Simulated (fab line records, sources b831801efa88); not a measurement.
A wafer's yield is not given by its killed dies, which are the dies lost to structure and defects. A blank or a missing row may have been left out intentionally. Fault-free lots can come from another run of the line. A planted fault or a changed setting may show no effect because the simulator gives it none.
fab line records	flow sky130
[record] lots = 12	wafers = 36	last_day = 50
route steps=708 shown FIELD_ISO@3 NWELL@68 VT_ADJUST_HVTP@94 PAD_OPEN@708
lots untouched by any fault: they come from a run of this same line in which no faults occurred
start_h: hours from the record's opening day to when the first of the lot's shown wafers began	wait_h: hours elapsed since this lot's preceding step	" as in the row above	L1.1+2: one row covering several wafers at once	- no value present, or no start provided	* or withheld: withheld	< > ~ a bound
route shown NAME@n: a module of which the file shows steps, and the number in the route of the first	usual: average and standard deviation across the fault-free wafers	same: alike in all rows	chamber/n: place in a boat	sites: readings site by site	_std_site: their standard deviation	_edge_site: the outer-site mean with the inner-site mean subtracted	radius_mm: how far each site lies from the wafer's centre	mask NAME#n: copy n	behind: the last tool/chamber to shape the wafer	hold: cause of the lot's hold/its duration in hours/its outcome	device: which transistor (n, p or np) failed to switch	end of line: tests run on the same wafers once the route is complete	where a step has no rows: the recipe by itself	killed: at the first sort, the dies lost to defects and structure; wafer yield is something else	map: the dies of a wafer, with x for killed, . for not killed, _ for no die there
set.NAME: the setting as run; set.NAME@STEP: as run at that earlier step	model.NAME: the simulator's own value behind a step, which no gauge read
steps of the route over a sample of lots; a table a step, a row a wafer
services: when a tool's chamber went out of use (start_h, in hours from the record's first day, below 0 if earlier), for how many hours, and the reason
[[steps]]
[step SKY_FIELD_ISO_THK_MEAS_02]
[recipe] reads = SiO2_of_FIELD_ISO_OXIDATION_01
[usual] FIELD_ISO_OXIDATION_00_THK = 12.09/0.22
lot.wafer	tool	chamber	start_h	wait_h	FIELD_ISO_OXIDATION_00_THK[nm]
L398.2	film_metro-01	-	12.57	0.0	12.22
L398.3	"	-	"	"	12.05
L398.4	"	-	"	"	12.24
L400.1	film_metro-01	-	22.36	0.0	11.84
L400.2	"	-	"	"	11.91
L400.3	"	-	"	"	11.99
L402.1	film_metro-03	-	32.70	0.0	11.90
L402.2	"	-	"	"	11.74
L402.6	"	-	"	"	11.92
L404.1	film_metro-01	-	45.81	0.0	12.03
L404.3	"	-	"	"	11.95
L404.5	"	-	"	"	11.71
L408.2	film_metro-03	-	61.65	0.0	12.12
L408.5	"	-	"	"	11.94
L408.6	"	-	"	"	12.08
L409.2	film_metro-02	-	68.10	0.0	11.96
L409.4	"	-	"	"	12.09
L409.6	"	-	"	"	11.73
L410.1	film_metro-02	-	74.95	0.0	12.24
L410.3	"	-	"	"	12.10
L410.4	"	-	"	"	11.92
L412.3	film_metro-01	-	83.59	0.0	12.20
L412.5	"	-	"	"	12.00
L412.6	"	-	"	"	12.19
L413.1	film_metro-01	-	91.75	0.0	12.22
L413.3	"	-	"	"	11.96
L413.6	"	-	"	"	12.04
L416.4	film_metro-01	-	107.09	0.0	12.12
L416.5	"	-	"	"	12.38
L416.6	"	-	"	"	12.21
L418.3	film_metro-02	-	116.77	0.0	12.14
L418.4	"	-	"	"	12.30
L418.5	"	-	"	"	12.12
L421.1	film_metro-02	-	127.74	0.0	12.23
L421.3	"	-	"	"	12.05
L421.4	"	-	"	"	12.18
[step SKY_NWELL_TW_MEAS_15]
[usual] NWELL_TW = 1817/14
lot.wafer	tool	chamber	start_h	wait_h	NWELL_TW
L398.2	film_metro-01	-	87.15	0.1	1817
L398.3	"	-	"	"	1822
L398.4	"	-	"	"	1830
L400.1	film_metro-02	-	101.34	0.1	1819
L400.2	"	-	"	"	1805
L400.3	"	-	"	"	1810
L402.1	film_metro-01	-	108.96	0.1	1828
L402.2	"	-	"	"	1834
L402.6	"	-	"	"	1831
L404.1	film_metro-01	-	121.64	0.1	1801
L404.3	"	-	"	"	1813
L404.5	"	-	"	"	1803
L408.2	film_metro-02	-	159.61	0.1	1801
L408.5	"	-	"	"	1800
L408.6	"	-	"	"	1803
L409.2	film_metro-01	-	160.59	0.1	1814
L409.4	"	-	"	"	1823
L409.6	"	-	"	"	1814
L410.1	film_metro-02	-	160.90	0.1	1800
L410.3	"	-	"	"	1808
L410.4	"	-	"	"	1801
L412.3	film_metro-02	-	177.70	0.1	1798
L412.5	"	-	"	"	1801
L412.6	"	-	"	"	1796
L413.1	film_metro-04	-	189.25	0.1	1814
L413.3	"	-	"	"	1815
L413.6	"	-	"	"	1816
L416.4	film_metro-01	-	197.38	0.1	1828
L416.5	"	-	"	"	1834
L416.6	"	-	"	"	1829
L418.3	film_metro-02	-	209.75	0.1	1804
L418.4	"	-	"	"	1816
L418.5	"	-	"	"	1806
L421.1	film_metro-01	-	219.45	0.1	1849
L421.3	"	-	"	"	1838
L421.4	"	-	"	"	1837
[step SKY_VT_ADJUST_HVTP_IMPLANT_09]
[recipe] species = As	energy_kev = 150	dose_cm2 = 4.3e+12	tilt_deg = withheld
[usual] beam_energy_keV = 150.00/0.048	end_station_pressure_torr = 5.02e-06/3e-07
lot.wafer	tool	chamber	start_h	wait_h	beam_energy_keV	end_station_pressure_torr
L398.2	implanter-04	0	120.64	0.0	150.08	5.03e-06
L398.3	"	0	"	"	150.05	5.1e-06
L398.4	"	0	"	"	150.05	4.72e-06
L400.1	implanter-04	0	136.97	0.0	149.99	5.42e-06
L400.2	"	0	"	"	150.03	5.45e-06
L400.3	"	0	"	"	150.10	4.65e-06
L402.1	implanter-01	0	144.77	0.0	150.09	4.76e-06
L402.2	"	0	"	"	149.99	5.02e-06
L402.6	"	0	"	"	150.01	4.74e-06
L404.1	implanter-04	0	159.21	0.0	149.95	4.96e-06
L404.3	"	0	"	"	150.00	5.03e-06
L404.5	"	0	"	"	149.90	4.66e-06
L408.2	implanter-04	0	201.31	0.1	162.86	5.27e-06
L408.5	"	0	"	"	162.84	4.86e-06
L408.6	"	0	"	"	162.86	5.25e-06
L409.2	implanter-04	0	201.87	0.0	162.90	4.91e-06
L409.4	"	0	"	"	162.77	5.17e-06
L409.6	"	0	"	"	162.86	4.87e-06
L410.1	implanter-01	0	202.17	0.0	149.91	5.77e-06
L410.3	"	0	"	"	150.02	4.72e-06
L410.4	"	0	"	"	150.07	4.84e-06
L412.3	implanter-02	0	220.19	0.1	149.95	5.09e-06
L412.5	"	0	"	"	150.08	5.09e-06
L412.6	"	0	"	"	150.04	5.14e-06
L413.1	implanter-01	0	233.42	0.0	149.96	4.87e-06
L413.3	"	0	"	"	150.02	5.13e-06
L413.6	"	0	"	"	150.02	4.79e-06
L416.4	implanter-02	0	241.99	0.1	149.94	5.24e-06
L416.5	"	0	"	"	149.96	5.21e-06
L416.6	"	0	"	"	150.03	5.1e-06
L418.3	implanter-01	0	255.22	0.1	150.00	4.69e-06
L418.4	"	0	"	"	149.97	5.22e-06
L418.5	"	0	"	"	149.97	4.36e-06
L421.1	implanter-02	0	265.32	0.0	149.98	5.4e-06
L421.3	"	0	"	"	149.96	4.85e-06
L421.4	"	0	"	"	149.97	4.93e-06
[step SKY_VT_ADJUST_HVTP_STRIP_10]
[recipe] chemistry = O2/N2	power_w = 1400	pressure_mtorr = 1500	platen_temp_c = withheld	o2_flow_sccm = 3000	n2_flow_sccm = 300	overash_fraction = 0.5
[usual] drypump_motor_current_A = 5.4/0.39	oes_product_au = 0.716/0.0041	strip_time_to_endpoint_s = 14.18/0.043
lot.wafer	tool	chamber	start_h	wait_h	drypump_motor_current_A	oes_product_au	rf_hours_counter_h	strip_time_to_endpoint_s
L398.2	plasma_asher-03	0	120.77	0.1	5.0	0.712	31	14.13
L398.3	"	1	"	"	5.4	0.722	-	14.15
L398.4	"	0	"	"	5.0	0.721	-	14.11
L400.1	plasma_asher-02	0	137.12	0.1	5.7	0.718	46	14.21
L400.2	"	1	"	"	5.4	0.717	46	14.21
L400.3	"	0	"	"	5.6	0.720	-	14.22
L402.1	plasma_asher-02	0	144.92	0.1	5.7	0.719	47	14.21
L402.2	"	1	"	"	5.4	0.720	47	14.18
L402.6	"	0	"	"	5.7	0.715	-	14.17
L404.1	plasma_asher-04	1	159.36	0.1	5.0	0.717	48	14.18
L404.3	"	0	"	"	6.3	0.711	-	14.15
L404.5	"	0	"	"	6.3	0.723	-	14.14
L408.2	plasma_asher-03	1	201.43	0.1	5.4	0.721	38	14.20
L408.5	"	1	"	"	5.3	0.713	-	14.20
L408.6	"	0	"	"	5.0	0.714	-	14.18
L409.2	plasma_asher-04	0	201.99	0.1	6.3	0.709	53	14.12
L409.4	"	1	"	"	5.0	0.714	-	14.19
L409.6	"	1	"	"	5.0	0.709	-	14.15
L410.1	plasma_asher-03	1	202.32	0.1	5.4	0.721	39	14.18
L410.3	"	1	"	"	5.4	0.723	-	14.17
L410.4	"	0	"	"	5.0	0.719	-	14.15
L412.3	plasma_asher-03	1	220.33	0.1	5.4	0.718	-	14.10
L412.5	"	0	"	"	5.0	0.719	-	14.13
L412.6	"	1	"	"	5.4	0.717	-	14.11
L413.1	plasma_asher-03	1	233.57	0.1	5.4	0.725	41	14.16
L413.3	"	0	"	"	5.0	0.715	-	14.15
L413.6	"	1	"	"	5.4	0.721	-	14.19
L416.4	plasma_asher-03	0	242.10	0.1	5.0	0.711	-	14.17
L416.5	"	1	"	"	5.4	0.719	-	14.12
L416.6	"	0	"	"	5.0	0.715	-	14.17
L418.3	plasma_asher-02	1	255.35	0.1	5.4	0.721	-	14.26
L418.4	"	0	"	"	5.7	0.718	-	14.26
L418.5	"	1	"	"	5.4	0.715	-	14.26
L421.1	plasma_asher-04	0	265.47	0.1	6.3	0.717	59	14.12
L421.3	"	0	"	"	6.2	0.712	-	14.12
L421.4	"	1	"	"	5.0	0.721	-	14.09
[step SKY_VT_ADJUST_HVTP_TW_MEAS_11]
[usual] VT_ADJUST_HVTP_TW = 1357/7.8
lot.wafer	tool	chamber	start_h	wait_h	hold	VT_ADJUST_HVTP_TW
L398.2	film_metro-03	-	120.88	0.1	-	1364
L398.3	"	-	"	"	-	1362
L398.4	"	-	"	"	-	1362
L400.1	film_metro-04	-	137.22	0.1	-	1344
L400.2	"	-	"	"	-	1343
L400.3	"	-	"	"	-	1348
L402.1	film_metro-04	-	145.02	0.1	-	1337
L402.2	"	-	"	"	-	1344
L402.6	"	-	"	"	-	1347
L404.1	film_metro-03	-	159.46	0.1	-	1371
L404.3	"	-	"	"	-	1358
L404.5	"	-	"	"	-	1365
L408.2	film_metro-01	-	201.54	0.1	await_dispo/0.2h/release	1404
L408.5	"	-	"	"	await_dispo/0.2h/release	1395
L408.6	"	-	"	"	await_dispo/0.2h/release	1392
L408.2	film_metro-01	-	201.77	0.2	-	1390
L408.5	"	-	"	"	-	1392
L408.6	"	-	"	"	-	1385
L409.2	film_metro-04	-	202.10	0.1	await_dispo/0.2h/release	1387
L409.4	"	-	"	"	await_dispo/0.2h/release	1387
L409.6	"	-	"	"	await_dispo/0.2h/release	1393
L409.2	film_metro-04	-	202.33	0.2	-	1393
L409.4	"	-	"	"	-	1389
L409.6	"	-	"	"	-	1387
L410.1	film_metro-04	-	202.42	0.1	-	1359
L410.3	"	-	"	"	-	1356
L410.4	"	-	"	"	-	1360
L412.3	film_metro-04	-	220.41	0.1	-	1358
L412.5	"	-	"	"	-	1346
L412.6	"	-	"	"	-	1346
L413.1	film_metro-01	-	233.67	0.1	-	1363
L413.3	"	-	"	"	-	1364
L413.6	"	-	"	"	-	1365
L416.4	film_metro-01	-	242.20	0.1	-	1364
L416.5	"	-	"	"	-	1361
L416.6	"	-	"	"	-	1366
L418.3	film_metro-04	-	255.44	0.1	-	1361
L418.4	"	-	"	"	-	1360
L418.5	"	-	"	"	-	1354
L421.1	film_metro-01	-	265.57	0.1	-	1362
L421.3	"	-	"	"	-	1362
L421.4	"	-	"	"	-	1363
[step SKY_PAD_OPEN_PROBE_99]
[usual] killed_at_M0_to_M3 = 44/6.4	killed_at_M4_up = 3.6/2.1	killed_at_contacts = 23/5.1	killed_at_front_end = 15/4.3	killed_at_other = 0.3/0.56	killed_dies = 86/9	killed_open = 47/6.4	killed_short = 39/5.8
[same] gross_dies = 492	killed_at_back_side = 0
lot.wafer	tool	chamber	start_h	wait_h	killed_at_M0_to_M3	killed_at_M4_up	killed_at_contacts	killed_at_front_end	killed_at_other	killed_dies	killed_open	killed_short
L413.1	prober-02	-	1171.19	0.1	45	2	28	16	0	91	54	37
L413.3	prober-02	-	1171.29	0.2	44	4	23	16	0	87	47	38
L413.6	prober-02	-	1171.44	0.2	55	4	29	20	0	108	56	52
L416.4	prober-02	-	1176.08	0.2	41	2	25	19	0	87	47	40
L416.5	prober-02	-	1176.13	0.2	47	2	17	8	1	75	41	34
L416.6	prober-02	-	1176.18	0.2	48	7	18	15	0	88	53	35
// killed by level:class
L413.1 CONTACT:geometric_particle:open=12 VIA1:geometric_particle:open=9 VIA3:geometric_particle:open=7 VIA2:geometric_particle:open=7 LI_CONTACT:geometric_particle:open=7 FIELD_ISO:geometric_particle:open=5 LI_CONTACT:geometric_particle:short=5 METAL1:geometric_particle:short=5
L413.3 VIA1:geometric_particle:open=12 METAL1:geometric_particle:short=8 VIA3:geometric_particle:open=8 LI_CONTACT:geometric_particle:open=7 POLY_GATE:geometric_particle:open=5 LOCAL_INTERCONNECT:geometric_particle:short=5 CONTACT:geometric_particle:open=5 VIA1:geometric_particle:short=5
L413.6 VIA1:geometric_particle:open=11 METAL1:geometric_particle:short=10 CONTACT:geometric_particle:open=9 LI_CONTACT:geometric_particle:open=8 VIA2:geometric_particle:short=6 METAL3:geometric_particle:short=6 VIA1:geometric_particle:short=5 POLY_GATE:geometric_particle:open=5
L416.4 CONTACT:geometric_particle:open=9 VIA1:geometric_particle:open=9 POLY_GATE:geometric_particle:open=6 LI_CONTACT:geometric_particle:open=6 VIA3:geometric_particle:open=6 CONTACT:geometric_particle:short=5 METAL2:geometric_particle:short=5 VIA2:geometric_particle:short=5
L416.5 VIA1:geometric_particle:open=10 VIA3:geometric_particle:open=8 CONTACT:geometric_particle:open=7 VIA1:geometric_particle:short=6 METAL1:geometric_particle:short=5 VIA2:geometric_particle:open=5 CONTACT:geometric_particle:short=4 VIA3:geometric_particle:short=4
L416.6 VIA1:geometric_particle:open=14 VIA3:geometric_particle:open=11 CONTACT:geometric_particle:short=6 POLY_GATE:geometric_particle:open=5 METAL1:geometric_particle:short=5 METAL2:geometric_particle:short=5 CONTACT:geometric_particle:open=5 VIA2:geometric_particle:open=5
[[services]]
tool	chamber	start_h	hours	kind
implanter-02	-	155.03	6.3	pm
implanter-02	-	168.25	2.6	repair
implanter-01	-	206.75	9.3	repair
plasma_asher-02	-	229.67	0.4	repair
implanter-04	-	243.87	3.4	pm
[[key]]
[first_sign] step = SKY_VT_ADJUST_HVTP_IMPLANT_09	reading = beam_energy_keV	direction = up	sigmas = 99+	usual = *	struck = *
[effect] step = SKY_VT_ADJUST_HVTP_TW_MEAS_11	reading = visit	direction = added
met_at SKY_VT_ADJUST_HVTP_IMPLANT_09
struck_lots L408,L409
tester_left_out L408,L409
not_acting_at SKY_FIELD_ISO_THK_MEAS_02,SKY_NWELL_TW_MEAS_15,SKY_VT_ADJUST_HVTP_STRIP_10
onset_between 159.21 201.31
[fault] kind = process_parameter_drift	tool = implanter-04	chamber = -	onset_h = 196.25	steps = SKY_VT_ADJUST_HVTP_IMPLANT_09	channel = energy_kev	offset = *	shape = step	end_h = 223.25	acts_in = *	stated = *
// tester_left_out: of these lots the tester's yield and bins aren't shown, on N5 and GAA mostly nor the transistor test; their killed dies are dies lost to structure and defects alone, not to doping, threshold or leakage, so they don't give the yield
